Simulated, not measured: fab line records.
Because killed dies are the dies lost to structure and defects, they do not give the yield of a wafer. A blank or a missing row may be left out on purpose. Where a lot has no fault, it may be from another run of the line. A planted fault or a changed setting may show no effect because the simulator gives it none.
Struck lot and sound lot, side by side	flow gf180mcu	16 steps out of a route of 602
Sound: wafers L557.1, L557.2, L557.4. Wafers struck: L564.1, L564.2, L564.5. At the end, the cause is stated.
Each step with rows lists, per side, the tool, then ch with its chambers, then its first start. Under that, the readings that differ: sound wafers	struck wafers	difference of the means	sigmas: that difference in standard deviations of wafers without a fault.
alike: same words and numbers on both sides, and readings whose means sit less than 2 such deviations apart. not compared: any withheld reading, any reading some wafer has no value for, any bound like >300 that may hide the same value, and any number with overlapping values for which the record gives no deviation.
Wherever a step has rows on one side only, a row that says differs or no value, or a row with sigmas, the two part there. Numbers that have no deviation but don't overlap get no sigmas and don't part them. A reading that every wafer of one side lacks parts them only if that side has two wafers or more.

first, 4 steps without rows for these wafers: GF_M4_SOFTBAKE_10 (time 60 s); GF_M4_EXPOSE_11 (exposes mask Metal4, target cd 280 nm); GF_M4_PEB_12 (peb time 90 s); GF_M4_DEVELOP_13 (develop time 60 s).
GF_M4_CD_MEAS_14: target cd 280 nm.
  sound on cd sem-02 at day 26 06:48; struck on cd sem-02 at day 28 14:37
  alike: cd nm
GF_M4_OVL_MEAS_15:
  sound on overlay-02 at day 26 06:55; struck on overlay-01 at day 28 14:44
  alike: M4_OVL
GF_M4_METAL_ETCH_16: etches the open film in Cl2/BCl3, stops on SiO2, target depth 750.8 nm, time 125.1 s.
  sound on rie metal-02 ch 0,1, day 26 06:58; struck on rie metal-02 ch 0,1, day 28 14:46
  alike: drypump motor current A, oes product au, throttle valve pct
  not compared: rf hours counter h
GF_M4_STRIP_17: strips in O2/N2.
  sound on plasma asher-04 ch 0,1, day 26 07:05; struck on plasma asher-04 ch 0,1, day 28 14:53
  alike: drypump motor current A, heater power w, oes product au, platen temp c, strip time to endpoint s
  not compared: rf hours counter h
then, 3 steps without rows for these wafers: GF_M4_STRIP_18 (strips in post etch residue remover, time 1200 s); GF_M4_CLEAN_19 (cleans in DIW); GF_V4_CVD_00 (deposits SiO2, target thk 600 nm, time 100 s).
GF_V4_THK_MEAS_01:
  sound on film metro-03 at day 26 07:41; struck on film metro-01 at day 28 15:30
  alike: V4_CVD_00_THK
GF_V4_CVD_02: deposits SiO2 from TEOS, target thk 850 nm, time 94.851 s.
  sound on pecvd-03 ch 0,2, day 26 07:45; struck on pecvd-03 ch 0,1,2, day 28 15:34
reading	sound	struck	difference	sigmas
rf fwd power W (W)	596.0 594.4 595.0	688.6 695.3 693.2	+97.2	+41
model.SiO2_of_V4_CVD_02.thk nm (nm)	834.6 828.4 844.7	880.4 893.3 918.5	+61.5	
  alike: heater power w
GF_V4_THK_MEAS_03:
  sound on film metro-04 at day 26 07:49; struck on film metro-03 at day 28 15:38
reading	sound	struck	difference	sigmas
V4_CVD_02_THK (nm)	834 828 845	880 894 918	+62	+4
GF_V4_CMP_04: polishes SiO2.
  sound on cmp-02 ch 1,2,3, day 26 07:53; struck on cmp-02 ch 1,3, day 28 15:41
reading	sound	struck	difference	sigmas
time to endpoint s (s)	74 74 72	83 94 99	+19	+3
  alike: motor current A
-- the record jumps here: 5 days lie between the struck wafers' starts before and after (it left off in module V4 and takes up again in module PASSIVATION, whose first step shown is number 602 of the route) --
GF_PASSIVATION_PROBE_99:
  record: rows for the struck wafers here (prober-02, day 33 09:35), none for the sound ones

== WHERE THEY PART ==
Earliest at GF_V4_CVD_02; latest, in this record, at GF_PASSIVATION_PROBE_99.

WHY: what the simulator had put in
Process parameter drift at GF_V4_CVD_02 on pecvd-03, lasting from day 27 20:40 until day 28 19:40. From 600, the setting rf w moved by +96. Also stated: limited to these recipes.
